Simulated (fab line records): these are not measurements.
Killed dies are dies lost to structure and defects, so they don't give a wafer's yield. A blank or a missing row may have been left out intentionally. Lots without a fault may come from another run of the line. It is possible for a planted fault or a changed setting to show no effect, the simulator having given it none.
Chamber matching | flow gf180mcu | 4 sister chambers for GF_POLY_GATE_ETCH_13 on rie-si-01
The step etches poly-Si in HBr/Cl2, stops on SiO2, target depth 198.5 nm, time 69.6 s. 8 wafers are shown with their chamber, then 7 later ones without.

## EACH WAFER AND ITS CHAMBER
wafer  | chamber | drypump-motor-current-A (A) | throttle-valve-pct (%)
L698.2 | 1       | 5.2                         | 33.695
L698.5 | 1       | 5.2                         | 33.700
L699.1 | 0       | 5.0                         | 33.692
L700.3 | 0       | 5.0                         | 33.702
L700.5 | 3       | 5.8                         | 33.676
L700.6 | 2       | 5.9                         | 33.680
L701.3 | 3       | 5.8                         | 33.689
L701.5 | 2       | 6.0                         | 33.678

## WAFERS MISSING THEIR CHAMBER
wafer  | drypump-motor-current-A (A) | throttle-valve-pct (%)
L701.6 | 5.2                         | 33.684
L703.1 | 5.8                         | 33.688
L703.3 | 5.2                         | 33.679
L703.4 | 5.9                         | 33.685
L704.1 | 5.8                         | 33.699
L704.2 | 5.2                         | 33.695
L704.3 | 6.0                         | 33.693

## WHICH CHAMBER EACH ONE RAN IN
wafer  | from the rows above     | in truth
L701.6 | 1                       | 1
L703.1 | 3                       | 3
L703.3 | 1                       | 1
L703.4 | can't be placed: 2 or 3 | 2
L704.1 | 3                       | 3
L704.2 | 1                       | 1
L704.3 | 2                       | 2
Correct placement for 6 of the 7. Cannot be placed on the basis of these rows: 1; the candidates contain the true chamber in 1. Wrongly placed: 0.
How it was worked out, from the rows above alone: a wafer's distance from a chamber is the root of the sum, over the readings, of the square of ((its reading less the chamber's mean) divided by the reading's scatter). If the next closest chamber is less than 2 further off than the closest, the wafer can't be placed; otherwise it belongs to the closest. Each chamber's mean is taken over the wafers shown for it. How the scatter is found: for the shown wafers, subtract from each reading the mean of its chamber, square and add these, divide the total by (wafers less chambers), then take the root.
